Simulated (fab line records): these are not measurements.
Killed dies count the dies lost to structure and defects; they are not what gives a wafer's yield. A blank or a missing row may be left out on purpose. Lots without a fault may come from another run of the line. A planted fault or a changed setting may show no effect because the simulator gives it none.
Which of the tools did it? / flow gf180mcu / 13 lots with 39 wafers sampled at 2 steps, on a route of 602 steps

## WHAT EACH GAUGE READ, for each wafer
GF_V5_THK_MEAS_01. Usual: V5_CVD_00_THK gives 287.2 nm (standard deviation 2.5).
lot=L401; measured=day 26 09:46; on=film metro-03; V5_CVD_00_THK (nm)=289.6 289.6 289.4; flag=
lot=L403; measured=day 27 04:47; on=film metro-02; V5_CVD_00_THK (nm)=284.9 288.9 284.6; flag=
lot=L404; measured=day 27 08:08; on=film metro-04; V5_CVD_00_THK (nm)=284.7 285.9 281.6; flag=
lot=L405; measured=day 27 20:28; on=film metro-02; V5_CVD_00_THK (nm)=285.6 283.1 285.5; flag=
lot=L406; measured=day 27 23:06; on=film metro-03; V5_CVD_00_THK (nm)=288.4 283.9 288.8; flag=
lot=L407; measured=day 28 08:44; on=film metro-04; V5_CVD_00_THK (nm)=289.3 284.6 282.9; flag=
lot=L408; measured=day 28 11:34; on=film metro-04; V5_CVD_00_THK (nm)=286.7 287.4 287.2; flag=
lot=L412; measured=day 29 22:22; on=film metro-03; V5_CVD_00_THK (nm)=288.3 286.7 283.6; flag=
lot=L414; measured=day 30 13:28; on=film metro-02; V5_CVD_00_THK (nm)=285.7 291.6 288.7; flag=
lot=L420; measured=day 31 21:16; on=film metro-04; V5_CVD_00_THK (nm)=288.8 284.9 288.0; flag=
lot=L421; measured=day 32 09:31; on=film metro-02; V5_CVD_00_THK (nm)=290.6 292.1 289.8; flag=
lot=L422; measured=day 32 10:15; on=film metro-03; V5_CVD_00_THK (nm)=287.1 293.3 291.7; flag=
lot=L424; measured=day 32 23:33; on=film metro-02; V5_CVD_00_THK (nm)=288.4 286.4 292.2; flag=

## WHICH TOOL RAN EACH LOT (tool, then ch and the chambers of the sampled wafers, then the start)
lot=L401; GF_V2_STRIP_19=wet bench-04 ch 2, day 20 11:22
lot=L403; GF_V2_STRIP_19=wet bench-02 ch 1, day 21 05:48
lot=L404; GF_V2_STRIP_19=wet bench-01 ch 1, day 21 11:52
lot=L405; GF_V2_STRIP_19=wet bench-02 ch 1, day 22 02:50
lot=L406; GF_V2_STRIP_19=wet bench-01 ch 1, day 22 05:17
lot=L407; GF_V2_STRIP_19=wet bench-02 ch 1, day 22 16:03
lot=L408; GF_V2_STRIP_19=wet bench-01 ch 1, day 22 18:18
lot=L412; GF_V2_STRIP_19=wet bench-01 ch 2, day 24 11:19
lot=L414; GF_V2_STRIP_19=wet bench-04 ch 2, day 25 04:59
lot=L420; GF_V2_STRIP_19=wet bench-04 ch 2, day 26 18:04
lot=L421; GF_V2_STRIP_19=wet bench-04 ch 3, day 27 07:56
lot=L422; GF_V2_STRIP_19=wet bench-02 ch 1, day 27 09:11
lot=L424; GF_V2_STRIP_19=wet bench-02 ch 2, day 28 03:41
- GF_V2_STRIP_19: strips in post etch residue remover, time 1200 s.

## WHAT THE TOOLS THEMSELVES READ (means of the sampled wafers that have a number; where no wafer has one, the mark that the record gives instead)
The record holds no such reading with a usual standard deviation.

## THE ANSWER, worked out from the rows above alone
Rule: a lot is off if the mean of its wafers that have a number lies more than 3 standard deviations from the usual mean. Also off: a lot with no number at a reading for which 4 or more lots have one. Where the step has rows for the other lots, those lots are counted as sound. Order of review: gauges by route order, followed by the tools' own readings, for which a lot's mean as printed above is used. The first step at which some lot is off is used, and at that step the reading that is off furthest; a lot without a number counts as furthest.
None of the lots is off at any reading shown; this tells nothing.

## WHAT THE SIMULATOR PUT IN
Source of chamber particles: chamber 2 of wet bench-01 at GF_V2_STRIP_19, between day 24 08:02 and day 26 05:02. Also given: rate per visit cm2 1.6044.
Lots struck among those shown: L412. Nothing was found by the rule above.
